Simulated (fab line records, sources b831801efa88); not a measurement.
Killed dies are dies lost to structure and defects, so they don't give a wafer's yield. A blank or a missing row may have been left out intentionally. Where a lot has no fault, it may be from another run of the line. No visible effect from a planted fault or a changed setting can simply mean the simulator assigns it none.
fab line records	flow sky130
record: lots: 13	wafers: 39	lastDay: 50
route steps=708 shown METAL3@564 VIA3@586 CAP2M@614 PAD_OPEN@708
lots untouched by any fault: they come from a run of this same line in which no faults occurred
startH: the number of hours between the record's first day and the start of the first shown wafer of the lot	waitH: hours since the lot's step before	" repeats the value in the row above	L1.1+2: several wafers, shown together as one row	- no value, or no start was given	* or withheld: withheld	< > ~ a bound
route shown NAME@n: NAME is a module with steps in the file, n the number in the route of the first one	usual: mean/standard deviation taken from wafers without a fault	same: alike in all rows	chamber/n: place in a boat	sites: per-site readings	_std_site: the standard deviation of these	_edge_site: the outer-site mean with the inner-site mean subtracted	radiusMm: how far each site lies from the wafer's centre	mask NAME#n: copy n	behind: the tool/chamber that last shaped the wafer	hold: why the lot went on hold/how many hours it stayed there/how the hold came to an end	device: names the non-switching transistor (n, p or np)	end of line: tests of these same wafers at the route's end	step lacking rows: just its recipe	killed: not the wafer's yield, but the dies lost to structure and defects at the first sort	map: the dies of a wafer, with x for killed, . for not killed, _ for no die there
set.NAME: the setting the step ran with; set.NAME@STEP: the setting that earlier step ran with	model.NAME: the simulator's own value behind a step, which no gauge read
one table for each step of the route and one row for each wafer, over a sample of lots
services: a tool's chamber out of use, with start hour (startH, from the record's first day; less than 0 if before it), hours out, and reason
== steps ==
step: SKY_METAL3_OVL_MEAS_14
usual: METAL3_OVL: 4/5.4
lot.wafer	tool	chamber	startH	waitH	METAL3_OVL[nm]
L131.4	overlay-01	-	903.68	0.1	-3
L131.5	"	-	"	"	1
L131.6	"	-	"	"	-4
L132.4	overlay-01	-	911.82	0.1	1
L132.5	"	-	"	"	3
L132.6	"	-	"	"	5
L134.1	overlay-01	-	929.05	0.1	6
L134.3	"	-	"	"	-1
L134.4	"	-	"	"	8
L135.3	overlay-01	-	938.91	0.1	-1
L135.4	"	-	"	"	-5
L135.6	"	-	"	"	0
L138.3	overlay-02	-	956.07	0.1	3
L138.4	"	-	"	"	9
L138.6	"	-	"	"	11
L141.2	overlay-01	-	977.73	0.1	12
L141.4	"	-	"	"	16
L141.5	"	-	"	"	7
L140.1	overlay-02	-	979.96	0.1	0
L140.4	"	-	"	"	4
L140.6	"	-	"	"	5
L144.3	overlay-02	-	1002.57	0.1	10
L144.5	"	-	"	"	8
L144.6	"	-	"	"	9
L146.4	overlay-01	-	1009.27	0.1	5
L146.5	"	-	"	"	2
L146.6	"	-	"	"	2
L147.3	overlay-02	-	1023.27	0.1	10
L147.4	"	-	"	"	4
L147.5	"	-	"	"	8
L152.1	overlay-02	-	1061.43	0.1	1
L152.3	"	-	"	"	2
L152.6	"	-	"	"	4
L153.2	overlay-02	-	1067.26	0.1	0
L153.3	"	-	"	"	-2
L153.6	"	-	"	"	1
L154.1	overlay-02	-	1075.63	0.1	5
L154.2	"	-	"	"	4
L154.4	"	-	"	"	9
step: SKY_METAL3_ETCH_17
recipe: target: SiO2	stopOn: TiN	chemistry: C4F8/O2/Ar	sourceW: 1500	biasW: 1200	pressureMtorr: 40	c4f8FlowSccm: withheld	O2_flow_sccm: 6	Ar_flow_sccm: 300	timeS: 3.9	targetDepthA: 150
usual: biasW: 1200/3.9	oesProductAu: 0.756/0.0072
lot.wafer	tool	chamber	startH	waitH	biasW	oesProductAu	rfHoursCounterH
L131.4	rieDiel-03	2	903.96	0.1	1203	0.749	0
L131.5	"	0	"	"	1203	0.771	-
L131.6	"	3	"	"	1198	0.759	-
L132.4	rieDiel-03	3	911.97	0.0	1198	0.755	16
L132.5	"	3	"	"	1195	0.760	-
L132.6	"	0	"	"	1201	0.764	-
L134.1	rieDiel-04	1	929.22	0.1	1199	0.753	17
L134.3	"	2	"	"	1199	0.753	7
L134.4	"	0	"	"	1200	0.754	16
L135.3	rieDiel-03	1	939.07	0.0	1204	0.761	3
L135.4	"	3	"	"	1199	0.758	16
L135.6	"	2	"	"	1199	0.765	-
L138.3	rieDiel-03	2	956.23	0.0	1199	0.746	2
L138.4	"	3	"	"	1199	0.756	17
L138.6	"	1	"	"	1202	0.749	-
L141.2	rieDiel-01	1	977.89	0.1	1200	0.755	6
L141.4	"	0	"	"	1200	0.755	12
L141.5	"	2	"	"	1195	0.744	-
L140.1	rieDiel-03	0	980.13	0.1	1200	0.743	8
L140.4	"	2	"	"	1202	0.753	2
L140.6	"	1	"	"	1203	0.758	-
L144.3	rieDiel-04	3	1002.73	0.0	1204	0.753	20
L144.5	"	2	"	"	1201	0.762	-
L144.6	"	1	"	"	1193	0.764	-
L146.4	rieDiel-01	0	1009.42	0.0	1203	0.764	13
L146.5	"	3	"	"	1200	0.763	-
L146.6	"	2	"	"	1199	0.760	-
L147.3	rieDiel-04	3	1023.43	0.0	1208	0.744	22
L147.4	"	0	"	"	1198	0.752	19
L147.5	"	1	"	"	1191	0.759	-
L152.1	rieDiel-01	2	1061.59	0.1	1203	0.742	29
L152.3	"	3	"	"	1207	0.754	22
L152.6	"	1	"	"	1197	0.757	-
L153.2	rieDiel-03	1	1067.42	0.1	1197	0.764	7
L153.3	"	3	"	"	1203	0.756	20
L153.6	"	3	"	"	1202	0.757	-
L154.1	rieDiel-01	2	1075.79	0.1	1195	0.750	29
L154.2	"	1	"	"	1202	0.750	9
L154.4	"	0	"	"	1204	0.768	15
step: SKY_VIA3_OVL_MEAS_13
usual: VIA3_OVL: -1/5.5
lot.wafer	tool	chamber	startH	waitH	VIA3_OVL[nm]
L131.4	overlay-02	-	930.72	0.1	5
L131.5	"	-	"	"	-6
L131.6	"	-	"	"	-5
L132.4	overlay-01	-	938.78	0.1	1
L132.5	"	-	"	"	2
L132.6	"	-	"	"	10
L134.1	overlay-02	-	955.87	0.1	-3
L134.3	"	-	"	"	-8
L134.4	"	-	"	"	-5
L135.3	overlay-01	-	965.87	0.1	-14
L135.4	"	-	"	"	-8
L135.6	"	-	"	"	-7
L138.3	overlay-01	-	982.29	0.1	-5
L138.4	"	-	"	"	-4
L138.6	"	-	"	"	-6
L141.2	overlay-02	-	1004.68	0.1	-2
L141.4	"	-	"	"	-3
L141.5	"	-	"	"	4
L140.1	overlay-01	-	1006.15	0.1	9
L140.4	"	-	"	"	7
L140.6	"	-	"	"	6
L144.3	overlay-02	-	1027.86	0.1	1
L144.5	"	-	"	"	0
L144.6	"	-	"	"	2
L146.4	overlay-02	-	1034.47	0.1	6
L146.5	"	-	"	"	-3
L146.6	"	-	"	"	2
L147.3	overlay-02	-	1046.74	0.1	10
L147.4	"	-	"	"	7
L147.5	"	-	"	"	5
L152.1	overlay-02	-	1085.01	0.1	-2
L152.3	"	-	"	"	-3
L152.6	"	-	"	"	0
L153.2	overlay-01	-	1090.28	0.1	8
L153.3	"	-	"	"	2
L153.6	"	-	"	"	6
L154.1	overlay-01	-	1097.70	0.1	-11
L154.2	"	-	"	"	-8
L154.4	"	-	"	"	-4
step: SKY_CAP2M_DEVELOP_11
recipe: resist: NOVOLAK	developer: TMAH	developTimeS: 60	devTempC: 23
usual: developerTempC: 23.04/0.11
lot.wafer	tool	chamber	startH	waitH	developerTempC
L131.4	lithoTrack-03	0	958.01	0.1	23.06
L131.5	"	0	"	"	22.84
L131.6	"	0	"	"	22.94
L132.4	lithoTrack-02	0	965.33	0.1	23.15
L132.5	"	0	"	"	23.02
L132.6	"	0	"	"	22.99
L134.1	lithoTrack-03	0	982.03	0.1	22.96
L134.3	"	0	"	"	23.09
L134.4	"	0	"	"	23.04
L135.3	lithoTrack-02	0	991.66	0.1	23.02
L135.4	"	0	"	"	23.08
L135.6	"	0	"	"	23.09
L138.3	lithoTrack-01	0	1008.13	0.1	22.77
L138.4	"	0	"	"	22.99
L138.6	"	0	"	"	22.92
L141.2	lithoTrack-03	0	1029.26	0.1	22.91
L141.4	"	0	"	"	22.83
L141.5	"	0	"	"	22.75
L140.1	lithoTrack-01	0	1030.68	0.1	23.16
L140.4	"	0	"	"	23.12
L140.6	"	0	"	"	23.18
L144.3	lithoTrack-01	0	1052.33	0.1	22.18
L144.5	"	0	"	"	22.02
L144.6	"	0	"	"	21.96
L146.4	lithoTrack-03	0	1057.76	0.1	23.04
L146.5	"	0	"	"	22.99
L146.6	"	0	"	"	22.90
L147.3	lithoTrack-01	0	1070.18	0.1	22.39
L147.4	"	0	"	"	22.27
L147.5	"	0	"	"	22.22
L152.1	lithoTrack-02	0	1106.96	0.1	22.96
L152.3	"	0	"	"	22.97
L152.6	"	0	"	"	23.07
L153.2	lithoTrack-02	0	1111.68	0.1	22.86
L153.3	"	0	"	"	22.98
L153.6	"	0	"	"	23.11
L154.1	lithoTrack-03	0	1119.93	0.1	23.14
L154.2	"	0	"	"	23.20
L154.4	"	0	"	"	23.14
step: SKY_PAD_OPEN_PROBE_99
usual: defectLimitedYield: 82.8/2	killed_at_M0_to_M3: 43/6.4	killed_at_M4_up: 3.1/2	killedAtContacts: 24/5.2	killedAtFrontEnd: 15/4.3	killedAtOther: 0.2/0.48	killedDies: 85/9.7	killedOpen: 47/6.9	killedShort: 38/6.7	sort_bin_3_pad_short: 0.9/0.48	sort_bin_5_function: 10.3/1.6	sort_bin_6_memory: 6.1/0.97	sortNPass: 407/9.7	sortYieldPct: 82.8/2
same: grossDies: 492	killedAtBackSide: 0	sort_bin_4_leakage[%]: 0	sort_bin_8_speed[%]: 0
lot.wafer	tool	chamber	startH	waitH	defectLimitedYield[%]	killed_at_M0_to_M3	killed_at_M4_up	killedAtContacts	killedAtFrontEnd	killedAtOther	killedDies	killedOpen	killedShort	sort_bin_3_pad_short[%]	sort_bin_5_function[%]	sort_bin_6_memory[%]	sortNPass	sortYieldPct[%]
L131.4	prober-01	-	1081.21	0.2	83.1	40	0	23	20	0	83	41	42	1.8	8.5	6.5	409	83.1
L131.5	prober-01	-	1081.26	0.2	85.4	39	8	15	10	0	72	38	34	0.2	10.0	4.5	420	85.4
L131.6	prober-01	-	1081.31	0.2	83.9	35	4	30	10	0	79	43	36	1.2	10.0	4.9	413	83.9
L141.2	prober-01	-	1141.71	0.1	83.3	36	4	24	18	0	82	39	43	0.2	9.6	6.9	410	83.3
L141.4	prober-01	-	1141.81	0.2	85.4	40	3	17	12	0	72	38	34	1.8	8.1	4.7	420	85.4
L141.5	prober-01	-	1141.86	0.2	80.9	46	0	22	24	2	94	48	46	1.0	10.4	7.7	398	80.9
L140.1	prober-02	-	1143.12	0.1	81.3	44	2	29	17	0	92	40	52	1.4	10.2	7.1	400	81.3
L140.4	prober-02	-	1143.27	0.2	84.3	40	3	23	11	0	77	34	43	0.2	10.8	4.7	415	84.3
L140.6	prober-02	-	1143.37	0.2	78.7	50	4	35	16	0	105	60	45	1.6	12.4	7.3	387	78.7
L144.3	prober-01	-	1161.09	0.2	82.7	31	3	30	21	0	85	44	41	0.8	10.8	5.7	407	82.7
L144.5	prober-01	-	1161.19	0.2	82.3	42	3	24	17	1	87	43	44	0.6	10.2	6.9	405	82.3
L144.6	prober-01	-	1161.24	0.2	81.3	52	1	18	21	0	92	47	45	1.6	11.4	5.7	400	81.3
L146.4	prober-01	-	1165.69	0.2	77.6	61	2	29	17	1	110	56	54	2.0	13.0	7.3	382	77.6
L146.5	prober-01	-	1165.74	0.2	85.4	34	0	20	18	0	72	40	32	0.6	7.1	6.9	420	85.4
L146.6	prober-01	-	1165.79	0.2	81.3	46	4	23	19	0	92	60	32	0.6	11.4	6.7	400	81.3
L147.3	prober-02	-	1174.68	0.2	83.9	35	5	31	8	0	79	42	37	1.2	10.8	4.1	413	83.9
L147.4	prober-02	-	1174.73	0.2	82.1	36	3	30	19	0	88	48	40	0.4	10.4	7.1	404	82.1
L147.5	prober-02	-	1174.78	0.2	84.6	39	3	26	8	0	76	45	31	0.6	8.3	6.5	416	84.6
L152.1	prober-01	-	1204.53	0.1	80.7	48	3	30	14	0	95	60	35	1.0	11.6	6.7	397	80.7
L152.3	prober-01	-	1204.63	0.2	83.5	43	5	25	8	0	81	44	37	1.2	10.6	4.7	411	83.5
L152.6	prober-01	-	1204.78	0.2	84.6	38	2	24	12	0	76	33	43	0.8	8.9	5.7	416	84.6
L154.1	prober-02	-	1211.56	0.1	87.0	35	3	16	10	0	64	35	29	0.2	8.1	4.7	428	87.0
L154.2	prober-02	-	1211.61	0.1	83.5	41	1	26	13	0	81	50	31	1.6	8.1	6.7	411	83.5
L154.4	prober-02	-	1211.71	0.2	82.7	41	1	32	11	0	85	50	35	1.2	8.9	7.1	407	82.7
killed by level:class
L131.4 LOCAL_INTERCONNECT:geometricParticle:short=8 METAL1:geometricParticle:short=8 LI_CONTACT:geometricParticle:open=7 VIA2:geometricParticle:open=7 FIELD_ISO:geometricParticle:open=5 POLY_GATE:geometricParticle:short=5 VIA1:geometricParticle:open=5 VIA3:geometricParticle:open=5
L131.5 VIA1:geometricParticle:open=9 VIA1:geometricParticle:short=7 METAL4:geometricParticle:short=6 VIA3:geometricParticle:open=5 VIA2:geometricParticle:open=5 FIELD_ISO:geometricParticle:open=4 CONTACT:geometricParticle:open=4 LI_CONTACT:geometricParticle:short=3
L131.6 VIA1:geometricParticle:open=11 CONTACT:geometricParticle:open=7 LI_CONTACT:geometricParticle:open=6 LOCAL_INTERCONNECT:geometricParticle:short=6 POLY_GATE:geometricParticle:open=5 LI_CONTACT:geometricParticle:short=5 CONTACT:geometricParticle:short=5 METAL2:geometricParticle:short=4
L141.2 LI_CONTACT:geometricParticle:open=8 VIA3:geometricParticle:open=7 VIA1:geometricParticle:short=6 CONTACT:geometricParticle:open=6 VIA1:geometricParticle:open=6 FIELD_ISO:geometricParticle:short=5 LOCAL_INTERCONNECT:geometricParticle:short=5 CONTACT:geometricParticle:short=5
L141.4 VIA3:geometricParticle:open=8 CONTACT:geometricParticle:open=7 METAL1:geometricParticle:short=6 VIA1:geometricParticle:open=6 FIELD_ISO:geometricParticle:open=4 LI_CONTACT:geometricParticle:open=4 VIA1:geometricParticle:short=4 VIA2:geometricParticle:open=4
L141.5 VIA1:geometricParticle:open=14 FIELD_ISO:geometricParticle:short=9 CONTACT:geometricParticle:short=7 POLY_GATE:geometricParticle:open=6 METAL2:geometricParticle:short=6 CONTACT:geometricParticle:open=6 LI_CONTACT:geometricParticle:open=5 VIA2:geometricParticle:open=4
L140.1 METAL1:geometricParticle:short=14 CONTACT:geometricParticle:open=9 LI_CONTACT:geometricParticle:open=6 FIELD_ISO:geometricParticle:short=5 POLY_GATE:geometricParticle:short=5 VIA2:geometricParticle:open=5 CONTACT:geometricParticle:short=5 VIA1:geometricParticle:open=5
L140.4 CONTACT:geometricParticle:open=8 METAL1:geometricParticle:short=7 VIA1:geometricParticle:open=6 METAL2:geometricParticle:short=6 FIELD_ISO:geometricParticle:short=5 CONTACT:geometricParticle:short=5 VIA1:geometricParticle:short=4 LI_CONTACT:geometricParticle:short=4
L140.6 CONTACT:geometricParticle:open=13 LI_CONTACT:geometricParticle:open=11 METAL2:geometricParticle:short=11 VIA1:geometricParticle:open=9 VIA3:geometricParticle:open=9 VIA2:geometricParticle:open=7 FIELD_ISO:geometricParticle:short=6 LOCAL_INTERCONNECT:geometricParticle:short=6
L144.3 CONTACT:geometricParticle:open=10 LI_CONTACT:geometricParticle:open=7 CONTACT:geometricParticle:short=7 VIA1:geometricParticle:open=6 POLY_GATE:geometricParticle:short=6 POLY_GATE:geometricParticle:open=5 LI_CONTACT:geometricParticle:short=4 VIA2:geometricParticle:open=4
L144.5 VIA1:geometricParticle:open=9 LI_CONTACT:geometricParticle:open=8 FIELD_ISO:geometricParticle:short=7 VIA2:geometricParticle:open=7 CONTACT:geometricParticle:open=6 CONTACT:geometricParticle:short=6 VIA1:geometricParticle:short=6 POLY_GATE:geometricParticle:open=5
L144.6 VIA1:geometricParticle:open=10 VIA1:geometricParticle:short=7 METAL2:geometricParticle:short=7 VIA3:geometricParticle:open=6 POLY_GATE:geometricParticle:open=6 CONTACT:geometricParticle:open=6 FIELD_ISO:geometricParticle:open=5 CONTACT:geometricParticle:short=5
L146.4 VIA3:geometricParticle:open=11 VIA1:geometricParticle:open=11 LOCAL_INTERCONNECT:geometricParticle:short=9 VIA3:geometricParticle:short=8 CONTACT:geometricParticle:open=7 METAL3:geometricParticle:short=6 CONTACT:geometricParticle:short=6 FIELD_ISO:geometricParticle:open=5
L146.5 VIA1:geometricParticle:open=8 LI_CONTACT:geometricParticle:open=7 FIELD_ISO:geometricParticle:open=6 POLY_GATE:geometricParticle:short=6 METAL2:geometricParticle:short=6 METAL2:geometricParticle:open=5 LOCAL_INTERCONNECT:geometricParticle:short=4 CONTACT:geometricParticle:open=4
L146.6 VIA1:geometricParticle:open=14 CONTACT:geometricParticle:open=10 VIA2:geometricParticle:open=9 LI_CONTACT:geometricParticle:open=8 VIA3:geometricParticle:open=7 FIELD_ISO:geometricParticle:short=6 FIELD_ISO:geometricParticle:open=4 LOCAL_INTERCONNECT:geometricParticle:short=4
L147.3 CONTACT:geometricParticle:open=10 LOCAL_INTERCONNECT:geometricParticle:short=9 VIA3:geometricParticle:open=8 LI_CONTACT:geometricParticle:open=6 METAL2:geometricParticle:short=5 VIA1:geometricParticle:open=5 VIA2:geometricParticle:open=5 VIA3:geometricParticle:short=4
L147.4 CONTACT:geometricParticle:open=10 VIA1:geometricParticle:open=10 VIA3:geometricParticle:open=8 LI_CONTACT:geometricParticle:open=7 FIELD_ISO:geometricParticle:short=6 LOCAL_INTERCONNECT:geometricParticle:short=5 CONTACT:geometricParticle:short=5 FIELD_ISO:geometricParticle:open=4
L147.5 CONTACT:geometricParticle:open=11 VIA1:geometricParticle:open=9 LI_CONTACT:geometricParticle:open=7 METAL2:geometricParticle:short=5 VIA2:geometricParticle:open=5 LI_CONTACT:geometricParticle:short=4 METAL1:geometricParticle:short=4 VIA3:geometricParticle:open=4
L152.1 LI_CONTACT:geometricParticle:open=12 VIA1:geometricParticle:open=11 CONTACT:geometricParticle:open=9 VIA2:geometricParticle:open=9 CONTACT:geometricParticle:short=8 POLY_GATE:geometricParticle:open=5 VIA1:geometricParticle:short=5 POLY_GATE:geometricParticle:short=4
L152.3 VIA1:geometricParticle:open=12 CONTACT:geometricParticle:open=9 CONTACT:geometricParticle:short=7 VIA2:geometricParticle:open=6 VIA2:geometricParticle:short=4 METAL3:geometricParticle:short=4 VIA3:geometricParticle:open=4 METAL4:geometricParticle:short=4
L152.6 VIA1:geometricParticle:open=10 LI_CONTACT:geometricParticle:open=8 CONTACT:geometricParticle:short=7 VIA2:geometricParticle:short=6 LOCAL_INTERCONNECT:geometricParticle:short=5 METAL2:geometricParticle:short=5 POLY_GATE:geometricParticle:short=4 METAL1:geometricParticle:short=4
L154.1 VIA1:geometricParticle:open=11 VIA2:geometricParticle:short=8 CONTACT:geometricParticle:open=5 LI_CONTACT:geometricParticle:short=4 FIELD_ISO:geometricParticle:open=3 CONTACT:geometricParticle:short=3 METAL1:geometricParticle:short=3 VIA2:geometricParticle:open=3
L154.2 CONTACT:geometricParticle:open=12 VIA1:geometricParticle:open=9 LI_CONTACT:geometricParticle:open=6 VIA2:geometricParticle:open=6 METAL1:geometricParticle:short=5 METAL2:geometricParticle:short=4 FIELD_ISO:geometricParticle:open=4 VIA3:geometricParticle:open=4
L154.4 CONTACT:geometricParticle:open=15 LI_CONTACT:geometricParticle:open=8 VIA3:geometricParticle:open=8 METAL2:geometricParticle:short=7 CONTACT:geometricParticle:short=5 METAL1:geometricParticle:short=5 VIA1:geometricParticle:open=5 VIA2:geometricParticle:open=5
== services ==
tool	chamber	startH	hours	kind
rieDiel-04	3	901.89	3.1	repair
rieDiel-04	3	934.55	16.0	repair
rieDiel-04	0	947.99	9.5	repair
rieDiel-01	3	961.16	3.8	repair
rieDiel-04	3	989.03	6.4	repair
rieDiel-03	2	1004.32	1.4	repair
rieDiel-03	0	1011.33	5.5	repair
rieDiel-01	-	1014.01	15.6	pm
rieDiel-03	-	1018.14	0.6	repair
rieDiel-04	-	1024.61	2.8	pm
rieDiel-04	-	1044.61	1.1	repair
rieDiel-03	0	1062.34	5.9	repair
rieDiel-01	2	1091.95	6.3	repair
rieDiel-04	1	1105.93	6.3	repair
rieDiel-01	3	1116.30	7.2	repair
== key ==
firstSign: step: SKY_CAP2M_DEVELOP_11	reading: developerTempC	direction: down	sigmas: 7.7	usual: *	struck: *
effect none on later readings
metAt SKY_CAP2M_DEVELOP_11
struckLots L144,L147
notActingAt SKY_METAL3_OVL_MEAS_14,SKY_METAL3_ETCH_17,SKY_VIA3_OVL_MEAS_13
onsetBetween 1030.68 1052.33
fault: kind: processParameterDrift	tool: lithoTrack-01	chamber: -	onsetH: 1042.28	steps: SKY_CAP2M_DEVELOP_11	channel: devTempC	offset: *	shape: step	endH: 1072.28	actsIn: *	stated: *
